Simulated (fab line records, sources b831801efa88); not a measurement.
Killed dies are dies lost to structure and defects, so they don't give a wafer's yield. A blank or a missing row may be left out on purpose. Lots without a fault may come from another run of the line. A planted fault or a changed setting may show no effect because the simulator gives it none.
Which tool did it? | flow sky130 | 24 lots, 72 wafers sampled, at 4 steps of a route of 708

WHAT THE GAUGES READ, wafer by wafer
SKY_LI_CONTACT_OVL_MEAS_13.
lot  | measured     | on         | LI_CONTACT_OVL (nm)
L074 | day 28 19:21 | overlay-02 | 15 1 9
L075 | day 29 14:18 | overlay-02 | 5 8 6
L076 | day 29 16:54 | overlay-01 | -3 13 3
L077 | day 30 06:43 | overlay-02 | 7 -4 6
L078 | day 31 14:43 | overlay-02 | 2 11 8
L079 | day 31 15:58 | overlay-01 | 1 6 4
L080 | day 31 16:05 | overlay-02 | 3 -1 7
L081 | day 31 16:45 | overlay-01 | 6 8 15
L082 | day 31 22:51 | overlay-02 | 10 7 2
L083 | day 32 08:21 | overlay-01 | 4 7 6
L084 | day 32 21:27 | overlay-02 | 6 4 1
L086 | day 33 03:39 | overlay-01 | 10 11 6
L085 | day 33 08:39 | overlay-02 | 0 10 7
L087 | day 33 17:32 | overlay-02 | 0 4 6
L088 | day 33 17:53 | overlay-01 | 13 8 2
L089 | day 34 14:40 | overlay-01 | 0 -11 3
L090 | day 34 22:21 | overlay-02 | 12 -3 7
L091 | day 35 04:17 | overlay-02 | 0 -8 -8
L092 | day 35 09:51 | overlay-01 | -4 -6 4
L093 | day 35 10:48 | overlay-02 | 9 2 -1
L094 | day 35 17:33 | overlay-02 | 5 12 5
L095 | day 36 00:51 | overlay-02 | 14 10 -1
L097 | day 37 03:30 | overlay-02 | 0 -1 0
L096 | day 38 08:53 | overlay-01 | 7 -6 0

SKY_CONTACT_THK_MEAS_01.
lot  | measured     | on            | CONTACT_CVD_00_THK (nm)
L074 | day 30 02:02 | film_metro-02 | 75.1 74.0 75.1
L075 | day 30 21:00 | film_metro-02 | 76.3 75.7 76.0
L076 | day 30 23:44 | film_metro-04 | 74.5 74.7 74.9
L077 | day 31 13:16 | film_metro-02 | 75.7 76.1 76.0
L078 | day 32 20:28 | film_metro-04 | 75.1 75.1 75.2
L079 | day 32 21:04 | film_metro-04 | 76.2 75.4 75.6
L080 | day 32 21:23 | film_metro-04 | 74.3 75.0 75.2
L081 | day 32 22:28 | film_metro-02 | 73.7 74.9 74.3
L082 | day 33 04:14 | film_metro-04 | 73.4 75.3 75.4
L083 | day 33 13:14 | film_metro-02 | 74.3 75.0 75.8
L084 | day 34 01:44 | film_metro-03 | 75.3 77.2 76.9
L086 | day 34 09:48 | film_metro-03 | 73.9 73.7 75.5
L085 | day 34 13:59 | film_metro-03 | 74.8 74.9 75.5
L087 | day 34 22:41 | film_metro-02 | 73.7 74.4 74.2
L088 | day 34 23:22 | film_metro-03 | 75.0 73.8 76.0
L089 | day 35 19:10 | film_metro-02 | 74.0 75.2 74.5
L090 | day 36 02:37 | film_metro-03 | 74.9 74.1 76.8
L091 | day 36 08:01 | film_metro-03 | 75.1 74.2 75.6
L092 | day 36 13:47 | film_metro-03 | 74.7 75.7 75.1
L093 | day 36 14:20 | film_metro-04 | 74.7 75.4 75.4
L094 | day 36 21:42 | film_metro-03 | 74.9 73.5 74.1
L095 | day 37 04:25 | film_metro-03 | 73.6 74.3 74.8
L097 | day 38 07:53 | film_metro-02 | 75.2 76.2 75.8
L096 | day 39 12:02 | film_metro-02 | 74.2 74.0 75.2

SKY_VIA1_THK_MEAS_23: measures by xrf.
lot  | measured     | on            | VIA1_W_THK (nm)
L074 | day 33 17:18 | film_metro-02 | 268 266 269
L075 | day 34 11:41 | film_metro-04 | 270 270 267
L076 | day 34 12:19 | film_metro-02 | 278 272 275
L077 | day 35 02:29 | film_metro-02 | 272 274 273
L078 | day 36 08:11 | film_metro-01 | 273 268 271
L079 | day 36 08:22 | film_metro-02 | 275 272 271
L080 | day 36 09:07 | film_metro-04 | 265 268 266
L081 | day 36 11:04 | film_metro-04 | 267 266 269
L082 | day 36 15:54 | film_metro-01 | 276 277 276
L083 | day 37 00:31 | film_metro-01 | 273 273 271
L084 | day 37 12:52 | film_metro-02 | 275 271 267
L086 | day 37 21:58 | film_metro-02 | 270 269 267
L085 | day 38 00:54 | film_metro-01 | 272 279 276
L087 | day 38 09:32 | film_metro-04 | 270 268 271
L088 | day 38 11:07 | film_metro-01 | 270 273 274
L089 | day 39 05:25 | film_metro-04 | 268 264 269
L090 | day 39 13:02 | film_metro-01 | 267 270 268
L091 | day 39 16:53 | film_metro-04 | 269 272 267
L092 | day 39 21:01 | film_metro-01 | 272 273 273
L093 | day 39 23:22 | film_metro-02 | 276 273 275
L094 | day 40 07:48 | film_metro-04 | 269 265 267
L095 | day 40 14:03 | film_metro-04 | 269 268 269
L097 | day 41 14:48 | film_metro-01 | 274 275 275
L096 | day 42 17:05 | film_metro-02 | 271 269 272

WHICH TOOL RAN EACH LOT (tool, then ch and the chambers of the sampled wafers, then the start)
lot  | SKY_CONTACT_CMP_04
L074 | cmp-01 ch 1,2,3, day 30 02:16
L075 | cmp-01 ch 0,3, day 30 21:13
L076 | cmp-01 ch 1,2,3, day 30 23:58
L077 | cmp-02 ch 0,1,3, day 31 13:34
L078 | cmp-01 ch 0,1,3, day 32 20:44
L079 | cmp-02 ch 0,3, day 32 21:13
L080 | cmp-01 ch 0,1,2, day 32 21:40
L081 | cmp-01 ch 0,1, day 32 22:38
L082 | cmp-01 ch 1,2,3, day 33 04:31
L083 | cmp-02 ch 1,3, day 33 13:28
L084 | cmp-01 ch 2,3, day 34 01:56
L086 | cmp-02 ch 0,1,3, day 34 10:05
L085 | cmp-01 ch 1,2,3, day 34 14:10
L087 | cmp-02 ch 1,2,3, day 34 22:57
L088 | cmp-02 ch 0,3, day 34 23:35
L089 | cmp-02 ch 1,2, day 35 19:21
L090 | cmp-02 ch 1,2,3, day 36 02:51
L091 | cmp-02 ch 0,1,3, day 36 08:18
L092 | cmp-02 ch 1,2, day 36 14:01
L093 | cmp-01 ch 0,2, day 36 14:34
L094 | cmp-02 ch 0,2,3, day 36 21:53
L095 | cmp-02 ch 0,1,2, day 37 04:45
L097 | cmp-01 ch 0,3, day 38 08:05
L096 | cmp-01 ch 1,2,3, day 39 12:13
- SKY_CONTACT_CMP_04: polishes SiO2.

WHAT THE TOOLS THEMSELVES READ (means of the sampled wafers that have a number; where no wafer has one, the mark that the record gives instead)
SKY_CONTACT_CMP_04.
lot  | tool   | head_pressure_psi (psi) | motor_current_A (A) | time_to_endpoint_s (s)
L074 | cmp-01 | 3.998                   | 12.9                | 80
L075 | cmp-01 | 3.997                   | 14.7                | 82
L076 | cmp-01 | 4.001                   | 13.3                | 82
L077 | cmp-02 | 3.995                   | 12.5                | 79
L078 | cmp-01 | 4.003                   | 13.6                | 78
L079 | cmp-02 | 4.010                   | 13.4                | 88
L080 | cmp-01 | 3.994                   | 13.8                | 80
L081 | cmp-01 | 4.001                   | 14.4                | 78
L082 | cmp-01 | 4.005                   | 12.8                | 79
L083 | cmp-02 | 3.998                   | 12.8                | 84
L084 | cmp-01 | 4.004                   | 12.9                | 81
L086 | cmp-02 | 3.997                   | 12.4                | 85
L085 | cmp-01 | 4.006                   | 12.8                | 80
L087 | cmp-02 | 3.999                   | 12.4                | 81
L088 | cmp-02 | 3.993                   | 13.4                | 80
L089 | cmp-02 | 4.000                   | 11.6                | 81
L090 | cmp-02 | 4.002                   | 12.1                | 86
L091 | cmp-02 | 3.998                   | 12.5                | 80
L092 | cmp-02 | 4.001                   | 11.9                | 80
L093 | cmp-01 | 4.000                   | 13.7                | 79
L094 | cmp-02 | 4.002                   | 12.9                | 86
L095 | cmp-02 | 3.996                   | 12.4                | 87
L097 | cmp-01 | 4.001                   | 14.0                | 88
L096 | cmp-01 | 3.997                   | 13.0                | 83

THE ANSWER, worked out from the rows above alone
Rule: what is usual is taken from the lots themselves. Put in order of their means at a reading, lots are off if they are a third of the lots or fewer, leave a main group of 4 or more, and stand apart from it by a gap of 3 or more times the standard deviation of the main group's means; of several such gaps the widest counts. A main group whose means are all the same, to the digits that the tables above print for the reading, isn't used. A lot without any number at a reading at which 4 lots or more have one is off too. The other lots that the step has rows for count as sound. The gauges are gone through in route order, then the tools' own readings, and for those a lot's mean is taken as printed above. The first step at which some lot is off is used, and at that step the reading that is off furthest; a lot without a number counts as furthest.
No lot is off at any reading shown: from this, nothing can be told.

WHAT THE SIMULATOR HAD PUT IN
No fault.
